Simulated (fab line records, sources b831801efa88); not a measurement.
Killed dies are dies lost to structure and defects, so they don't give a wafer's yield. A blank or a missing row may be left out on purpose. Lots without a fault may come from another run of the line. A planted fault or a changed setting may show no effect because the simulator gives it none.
Which tool did it? | flow sky130 | 13 lots, 39 wafers sampled, at 4 steps of a route of 708

WHAT THE GAUGES READ, wafer by wafer
SKY_LOCAL_INTERCONNECT_RS_MEAS_01: measures by four-point-probe.
lot  | measured     | on            | LOCAL_INTERCONNECT_TIN_RS (ohm/sq)
L729 | day 30 01:56 | film_metro-02 | 14.03 14.25 14.16
L730 | day 30 05:50 | film_metro-03 | 14.22 14.03 14.05
L733 | day 32 00:06 | film_metro-04 | 14.26 14.27 14.43
L737 | day 33 06:31 | film_metro-02 | 14.31 14.38 14.20
L738 | day 33 12:19 | film_metro-02 | 14.10 14.16 14.04
L740 | day 34 01:31 | film_metro-03 | 14.30 14.25 14.13
L742 | day 34 22:17 | film_metro-02 | 13.95 13.95 14.10
L741 | day 34 22:38 | film_metro-04 | 14.56 14.26 14.49
L743 | day 35 09:55 | film_metro-02 | 14.28 14.09 14.24
L744 | day 35 09:59 | film_metro-03 | 13.99 14.04 14.14
L745 | day 35 10:50 | film_metro-03 | 14.11 14.16 14.17
L747 | day 35 22:26 | film_metro-04 | 13.96 13.85 14.01
L746 | day 35 22:49 | film_metro-03 | 14.49 14.40 14.16

WHICH TOOL RAN EACH LOT (tool, then ch and the chambers of the sampled wafers, then the start)
lot  | SKY_LDD_N_EXPOSE_04                 | SKY_LI_CONTACT_SPUTTER_19    | SKY_LOCAL_INTERCONNECT_SPUTTER_00
L729 | iline_stepper-02 ch 0, day 18 01:36 | pvd_sputter-04, day 30 01:01 | pvd_sputter-01, day 30 01:53
L730 | iline_stepper-02 ch 0, day 18 08:12 | pvd_sputter-03, day 30 05:02 | pvd_sputter-02, day 30 05:46
L733 | iline_stepper-02 ch 0, day 20 07:21 | pvd_sputter-03, day 31 23:15 | pvd_sputter-02, day 31 23:59
L737 | iline_stepper-02 ch 0, day 21 17:46 | pvd_sputter-04, day 33 05:41 | pvd_sputter-01, day 33 06:26
L738 | iline_stepper-02 ch 0, day 21 22:10 | pvd_sputter-03, day 33 11:31 | pvd_sputter-02, day 33 12:15
L740 | iline_stepper-02 ch 0, day 22 14:24 | pvd_sputter-04, day 34 00:40 | pvd_sputter-01, day 34 01:24
L742 | iline_stepper-01 ch 0, day 23 11:35 | pvd_sputter-03, day 34 21:29 | pvd_sputter-04, day 34 22:14
L741 | iline_stepper-01 ch 0, day 23 15:03 | pvd_sputter-02, day 34 21:50 | pvd_sputter-01, day 34 22:35
L743 | iline_stepper-01 ch 0, day 23 21:13 | pvd_sputter-03, day 35 06:50 | pvd_sputter-01, day 35 09:50
L744 | iline_stepper-02 ch 0, day 23 22:52 | pvd_sputter-02, day 35 07:32 | pvd_sputter-04, day 35 09:52
L745 | iline_stepper-01 ch 0, day 24 00:38 | pvd_sputter-02, day 35 09:53 | pvd_sputter-04, day 35 10:46
L747 | iline_stepper-02 ch 0, day 24 16:40 | pvd_sputter-03, day 35 21:38 | pvd_sputter-04, day 35 22:22
L746 | iline_stepper-02 ch 0, day 24 17:37 | pvd_sputter-03, day 35 21:59 | pvd_sputter-01, day 35 22:43
- SKY_LDD_N_EXPOSE_04: exposes mask NTM, target cd 840 nm.
- SKY_LI_CONTACT_SPUTTER_19: material Ti, target thk 20 nm, time 106.37 s.
- SKY_LOCAL_INTERCONNECT_SPUTTER_00: material TiN, target thk 100 nm, time 83.3 s.

WHAT THE TOOLS THEMSELVES READ (means of the sampled wafers that have a number; where no wafer has one, the mark that the record gives instead)
SKY_LDD_N_EXPOSE_04.
lot  | tool             | exposure_dose_mJ_cm2
L729 | iline_stepper-02 | 109.99
L730 | iline_stepper-02 | 110.05
L733 | iline_stepper-02 | 110.01
L737 | iline_stepper-02 | 110.03
L738 | iline_stepper-02 | 110.09
L740 | iline_stepper-02 | 110.12
L742 | iline_stepper-01 | 110.01
L741 | iline_stepper-01 | 109.96
L743 | iline_stepper-01 | 110.02
L744 | iline_stepper-02 | 110.04
L745 | iline_stepper-01 | 110.06
L747 | iline_stepper-02 | 109.98
L746 | iline_stepper-02 | 110.19

SKY_LI_CONTACT_SPUTTER_19.
lot  | tool           | substrate_temp_c (C) | throttle_valve_pct (%)
L729 | pvd_sputter-04 | 200.19               | 30.3
L730 | pvd_sputter-03 | 200.14               | 30.3
L733 | pvd_sputter-03 | 199.96               | 29.3
L737 | pvd_sputter-04 | 199.96               | 30.1
L738 | pvd_sputter-03 | 199.98               | 29.3
L740 | pvd_sputter-04 | 200.09               | 30.4
L742 | pvd_sputter-03 | 199.86               | 29.8
L741 | pvd_sputter-02 | 200.11               | 30.6
L743 | pvd_sputter-03 | 200.10               | 29.9
L744 | pvd_sputter-02 | 200.00               | 30.9
L745 | pvd_sputter-02 | 200.08               | 29.6
L747 | pvd_sputter-03 | 200.07               | 29.7
L746 | pvd_sputter-03 | 199.82               | 29.5

SKY_LOCAL_INTERCONNECT_SPUTTER_00.
lot  | tool           | substrate_temp_c (C) | throttle_valve_pct (%)
L729 | pvd_sputter-01 | 299.92               | 28.4
L730 | pvd_sputter-02 | 300.14               | 29.7
L733 | pvd_sputter-02 | 300.07               | 31.1
L737 | pvd_sputter-01 | 300.22               | 28.7
L738 | pvd_sputter-02 | 300.10               | 30.6
L740 | pvd_sputter-01 | 300.02               | 29.2
L742 | pvd_sputter-04 | 300.00               | 30.1
L741 | pvd_sputter-01 | 300.00               | 28.8
L743 | pvd_sputter-01 | 300.05               | 29.1
L744 | pvd_sputter-04 | 300.03               | 30.5
L745 | pvd_sputter-04 | 300.06               | 30.2
L747 | pvd_sputter-04 | 299.93               | 30.4
L746 | pvd_sputter-01 | 299.91               | 28.9

THE ANSWER, worked out from the rows above alone
Rule: what is usual is taken from the lots themselves. Put in order of their means at a reading, lots are off if they are a third of the lots or fewer, leave a main group of 4 or more, and stand apart from it by a gap of 3 or more times the standard deviation of the main group's means; of several such gaps the widest counts. A main group whose means are all the same, to the digits that the tables above print for the reading, isn't used. A lot without any number at a reading at which 4 lots or more have one is off too. The other lots that the step has rows for count as sound. The gauges are gone through in route order, then the tools' own readings, and for those a lot's mean is taken as printed above. The first step at which some lot is off is used, and at that step the reading that is off furthest; a lot without a number counts as furthest.
No lot is off at any reading shown: from this, nothing can be told.

WHAT THE SIMULATOR HAD PUT IN
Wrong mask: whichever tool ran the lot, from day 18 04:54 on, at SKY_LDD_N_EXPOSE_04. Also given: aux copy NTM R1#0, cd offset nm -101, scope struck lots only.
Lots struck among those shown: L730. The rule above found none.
